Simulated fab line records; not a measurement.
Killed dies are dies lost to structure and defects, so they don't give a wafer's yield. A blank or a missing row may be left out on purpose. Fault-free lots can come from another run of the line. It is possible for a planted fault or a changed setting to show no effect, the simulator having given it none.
A struck lot beside a sound one / flow sky130 / 14 out of 708 route steps
Sound: the wafers L333.2, L333.3, L333.4. Struck: wafers L331.1, L331.2, L331.3. The cause is given at the end.
Order at every step that has rows: each side's tool, ch and its chambers, its first start. Under that, the readings that differ: sound wafers / struck wafers / difference of the means / sigmas: that difference in standard deviations of wafers without a fault.
alike: same words and numbers on both sides, and readings whose means sit less than 2 such deviations apart. not compared: any withheld reading, any reading some wafer has no value for, any bound like >300 that may hide the same value, and any number with overlapping values for which the record gives no deviation.
The two part at a step that has a row with sigmas, a row that says differs or no value, or rows on one side only. Numbers that have no deviation but don't overlap get no sigmas and don't part them. A reading that every wafer of one side lacks parts them only if that side has two wafers or more.

first, 2 steps without rows for these wafers: SKY_LDD_LDN_PEB_05; SKY_LDD_LDN_DEVELOP_06 (develop time 60 s).
SKY_LDD_LDN_OVL_MEAS_07:
  sound on overlay-01 at day 30 08:39; struck on overlay-02 at day 29 15:38
  alike: LDD_LDN_OVL
then, 4 steps without rows for these wafers: SKY_LDD_LDN_IMPLANT_08; SKY_LDD_LDN_IMPLANT_09; SKY_LDD_LDN_IMPLANT_10; SKY_LDD_LDN_IMPLANT_11.
SKY_LDD_LDN_STRIP_12: strips in O2/N2.
  sound on plasma asher-01 ch 0,1, day 30 09:17; struck on plasma asher-03 ch 0,1, day 29 16:17
  alike: drypump motor current A, oes product au, strip time to endpoint s
  not compared: rf hours counter h
SKY_LDD_LDN_TW_MEAS_13:
  sound on film metro-04 at day 30 09:23; struck on film metro-02 at day 29 16:23
  alike: LDD_LDN_TW
then, 2 steps without rows for these wafers: SKY_LDD_LDN_CLEAN_14 (cleans in SC1/SC2, time 150 s); SKY_SPACER_CVD_00 (deposits Si3N4 from DCS/NH3, target thk 43.1 nm, time 740 s).
SKY_SPACER_THK_MEAS_01:
  sound on film metro-03 at day 30 10:42; struck on film metro-03 at day 29 17:41
  alike: SPACER_CVD_00_THK
SKY_SPACER_ETCHBACK_02: etches Si3N4 in CH3F/O2, stops on SiO2, time 46.7 s, target depth 45 nm.
  sound on rie diel-04 ch 0,1,3, day 30 10:45; struck on rie diel-03 ch 1,2,3, day 29 17:45
  no value came back on the struck wafers for any of 6 readings (O2_flow_sccm (sccm), bias w (W) and others); on the sound wafers O2_flow_sccm (sccm) reads 29.81 29.95 29.93
SKY_PAD_OPEN_PROBE_99:
  rows exist in the record for the sound wafers here (prober-02, day 50 15:27), none for the struck ones

== WHERE THEY PART ==
Last at SKY_PAD_OPEN_PROBE_99 as far as this record goes, first at SKY_SPACER_ETCHBACK_02.

WHY: the cause the simulator had injected
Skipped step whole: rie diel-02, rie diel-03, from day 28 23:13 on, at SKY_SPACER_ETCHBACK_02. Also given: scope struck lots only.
